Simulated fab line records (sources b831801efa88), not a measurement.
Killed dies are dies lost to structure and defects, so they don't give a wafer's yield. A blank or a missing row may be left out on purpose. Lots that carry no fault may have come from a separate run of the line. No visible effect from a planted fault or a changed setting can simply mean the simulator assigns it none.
Struck lot and sound lot, side by side    flow sky130    21 out of 708 route steps
Sound: these wafers, L364.2, L364.4, L364.6. Struck: wafers L351.1, L351.4, L351.6. At the end, the cause is stated.
Per side, at each step with rows, come the tool, then ch with its chambers, and then its first start. Under that, the readings that differ: sound wafers    struck wafers    difference of the means    sigmas: that difference in standard deviations of wafers without a fault.
alike: readings with means less than 2 such deviations apart, plus words and numbers identical on both sides. not compared: withheld readings, readings lacking a value on some wafer, bounds such as >300 that could conceal the same value, and numbers that have no deviation in the record and whose values overlap.
Wherever a step has rows on one side only, a row that says differs or no value, or a row with sigmas, the two part there. Numbers that don't overlap but have no deviation are shown without sigmas and don't part them. A reading that every wafer of one side lacks parts them only if that side has two wafers or more.

SKY_POLY_GATE_CD_MEAS_22:
  sound: cd-sem-01 at day 23 18:31; struck: cd-sem-02 at day 18 19:43
  alike: cd-nm
then, 7 steps without rows for these wafers: SKY_LDD_N_DEHYDRATE_00 (time 60 s); SKY_LDD_N_HMDS_01 (prime time 60 s); SKY_LDD_N_COAT_02 (resist thk 300 nm); SKY_LDD_N_SOFTBAKE_03 (time 60 s); SKY_LDD_N_EXPOSE_04 (exposes mask NTM, target cd 840 nm); SKY_LDD_N_PEB_05; SKY_LDD_N_DEVELOP_06 (develop time 60 s).
SKY_LDD_N_OVL_MEAS_07:
  sound: overlay-01 at day 24 23:35; struck: overlay-01 at day 20 02:46
  alike: LDD_N_OVL
then, 3 steps without rows for these wafers: SKY_LDD_N_IMPLANT_08; SKY_LDD_N_IMPLANT_09; SKY_LDD_N_IMPLANT_10.
SKY_LDD_N_IMPLANT_11:
  sound on implanter-01 ch 0, day 25 00:05; struck on implanter-01 ch 0, day 20 03:15
reading             sound                          struck                            difference   sigmas
beam-on-s (s)       10.06 9.48 10.09               32.83 35.06 32.46                 +23.57       +99 or more
dose-ions-cm2       7.499e+13 7.486e+13 7.486e+13  3.3979e+14 3.3979e+14 3.3959e+14  +2.6482e+14  +99 or more
faraday-current-uA  420 445 421                    582 541 586                       +141         +16
then, 4 steps without rows for these wafers: SKY_LDD_N_IMPLANT_12; SKY_LDD_N_IMPLANT_13; SKY_LDD_N_IMPLANT_14; SKY_LDD_N_IMPLANT_15.
SKY_LDD_N_STRIP_16: strips in O2/N2.
  sound on plasma-asher-02 ch 0,1, day 25 00:49; struck on plasma-asher-02 ch 0,1, day 20 04:00
reading                       sound              struck             difference  sigmas
oes-product-au (a.u.)         0.416 0.412 0.414  0.406 0.394 0.393  -0.016      -3
strip-time-to-endpoint-s (s)  4.301 4.341 4.329  4.984 4.991 4.964  +0.656      +41
  alike: chamber-pressure-mTorr, drypump-motor-current-A, n2-flow-sccm
  not compared: rf-hours-counter-h
SKY_LDD_N_TW_MEAS_17:
  sound: film-metro-03 at day 25 00:55; struck: film-metro-04 at day 20 04:06
reading   sound           struck          difference  sigmas
LDD_N_TW  2582 2571 2585  2873 2887 2889  +304        +14
then, 1 step without rows for these wafers: SKY_LDD_P_DEHYDRATE_00 (time 60 s).
-- record jumps: 27 days separate the struck wafers' starts on either side; left off in module LDD_P, taken up again in module PAD_OPEN, whose first shown step is the route's number 708 --
SKY_PAD_OPEN_PROBE_99:
  sound: prober-02 at day 50 13:45; struck: prober-01 at day 47 10:13
reading                                    sound                 struck                difference  sigmas
model.etest.tip-n.rs-ohm-sq                446.8 445.3 446.3     308 310 310           -137        
model.etest.nfet_01v8.r-on-ohm-um          831.3 848 848         758.7 770.5 747.3     -83.6       
model.etest.nfet_01v8_lvt.drive-ua-um      581 571.2 574.6       628 632.9 637.4       +57         
model.etest.nfet_01v8_turned.drive-ua-um   504.9 495.9 500.1     559.4 557.6 563.7     +59.9       
model.etest.nfet_01v8.drive-ua-um          504.8 496.4 500.8     555.3 548.9 565.5     +55.9       
model.etest.sram-nfet-pass.drive-ua-um     493.3 483.6 474.2     539.1 544.7 557.7     +63.5       
model.etest.nfet_01v8_swapped.drive-ua-um  506.1 501.6 501.9     553.1 550.3 557.3     +50.4       
model.etest.sram-nfet-pass.off-log10-a-um  -12.59 -12.75 -12.89  -12.36 -12.35 -11.92  +0.53       
  alike: killed_at_M0_to_M3, killed_at_M4_up, killed-at-contacts, killed-at-front-end, killed-at-other, killed-dies, killed-open, killed-short

== WHERE THEY PART ==
At SKY_LDD_N_IMPLANT_11 first; at SKY_LDD_N_TW_MEAS_17 last (within this record only). Later steps at which nothing parts them and some readings are alike: SKY_PAD_OPEN_PROBE_99.

WHY: what had been put in by the simulator
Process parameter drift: implanter-01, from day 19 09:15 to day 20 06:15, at SKY_LDD_N_IMPLANT_11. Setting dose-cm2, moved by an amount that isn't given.
